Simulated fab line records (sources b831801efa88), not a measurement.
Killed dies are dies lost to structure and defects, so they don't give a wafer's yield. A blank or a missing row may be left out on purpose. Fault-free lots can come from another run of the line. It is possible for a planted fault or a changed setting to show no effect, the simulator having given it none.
Split-lot trial | flow gf180mcu | 23 wafers read across 5 lots, on a route 602 steps long

== THE SPLIT ==
At GF_V3_CVD_02 (deposits SiO2 from TEOS, target thk 850 nm, time 94.851 s), the setting time-s was moved away from the recipe's 94.851 s on 5 of the 23 wafers read, by +8.0% to +14.0%. All remaining wafers had this setting at the recipe value.

There is no step in the file separating the split from the reading.

== THE READING ==
At GF_V3_THK_MEAS_03: V3_CVD_02_THK, given in nm. A value of 848 nm with a standard deviation of 12 nm is what fault-free wafers of this fab line usually give.

wafer  | tool, chamber at the split | time-s as run, s | against the recipe | V3_CVD_02_THK, nm | against lot-mates on the recipe
L077.1 | pecvd-01, 0                | 94.851           | recipe             | 850               | -
L077.2 | pecvd-01, 1                | 94.851           | recipe             | 856               | -
L077.4 | pecvd-01, 2                | 94.851           | recipe             | 873               | -
L077.5 | pecvd-01, 1                | 94.851           | recipe             | 872               | -
L077.6 | pecvd-01, 0                | 94.851           | recipe             | 865               | -
L079.1 | pecvd-03, 0                | 108.1            | +14.0%             | 962               | +112
L079.2 | pecvd-03, 2                | 108.1            | +14.0%             | 948               | +98
L079.3 | pecvd-03, 1                | 108.1            | +14.0%             | 948               | +98
L079.4 | pecvd-03, 2                | 94.851           | recipe             | 845               | -
L079.5 | pecvd-03, 0                | 94.851           | recipe             | 856               | -
L080.2 | pecvd-03, 2                | 94.851           | recipe             | 824               | -
L080.3 | pecvd-03, 0                | 94.851           | recipe             | 833               | -
L080.4 | pecvd-03, 2                | 94.851           | recipe             | 841               | -
L080.5 | pecvd-03, 1                | 94.851           | recipe             | 834               | -
L080.6 | pecvd-03, 0                | 94.851           | recipe             | 846               | -
L081.1 | pecvd-01, 0                | 94.851           | recipe             | 839               | -
L081.2 | pecvd-01, 1                | 102.4            | +8.0%              | 908               | +56
L081.3 | pecvd-01, 2                | 102.4            | +8.0%              | 921               | +69
L081.4 | pecvd-01, 0                | 94.851           | recipe             | 848               | -
L081.5 | pecvd-01, 1                | 94.851           | recipe             | 870               | -
L082.2 | pecvd-03, 1                | 94.851           | recipe             | 823               | -
L082.5 | pecvd-03, 1                | 94.851           | recipe             | 841               | -
L082.6 | pecvd-03, 2                | 94.851           | recipe             | 849               | -

FIT RESULTS
A straight line over all 23 wafers: V3_CVD_02_THK changes by +7.62 nm for each +1% of time-s; r = +0.94; the points scatter about the line by 14 nm.
The same after taking each lot's own level away (the mean of its wafers on the recipe; 23 wafers): +7.39 nm for each +1%; r = +0.97; scatter 9.4 nm.
On that fit, the largest move of time-s shifts the reading by 1e+02 nm.
Across the lots, their own levels run from 835.6 to 863.2 nm, a range of 2.3 times the standard deviation given above.
The two slopes are in agreement: the lot-to-lot level therefore moves the slope only a little.
Check: +100 nm against its lot-mates is what the line predicts for one of the wafers moved furthest among these (+14.0%) when that wafer is left out of the fit. It came out at +112 nm against them.

== ADDITIONAL SPLITS CARRIED BY THESE WAFERS ==
These wafers also went through other splits before the reading. Each is held against what the fit with the lots' levels taken away leaves over:
other split on the same wafers       | wafers away from the commonest value | r with V3_CVD_02_THK (lot level and that fit taken away)
GF_V2_SPUTTER_22 chamber-pressure-pa | 15                                   | -0.06
GF_V2_CVD_23 temp-c                  | 8                                    | -0.04
GF_M3_SPUTTER_04 time-s              | 8                                    | -0.08

== THE WHOLE CHAIN: every reading that the file lists as answering this split, in the file's order ==
step              | what it does                                              | reading                                                                   | change (the file's fit)              | r (the file's)
GF_V3_CVD_02      | deposits SiO2 from TEOS, target thk 850 nm, time 94.851 s | SiO2_of_V3_CVD_02.thk-nm (the simulator's own value, which no gauge read) | +7.44 nm for each +1% of the setting | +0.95
GF_V3_THK_MEAS_03 |                                                           | V3_CVD_02_THK                                                             | +7.44 for each +1% of the setting    | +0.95
GF_V3_CMP_04      | polishes SiO2                                             | time-to-endpoint-s                                                        | withheld for each +1% of the setting | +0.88

== FILE'S OWN FIT ==
V3_CVD_02_THK changes by +7.44 nm for each +1% of time-s, r = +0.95.
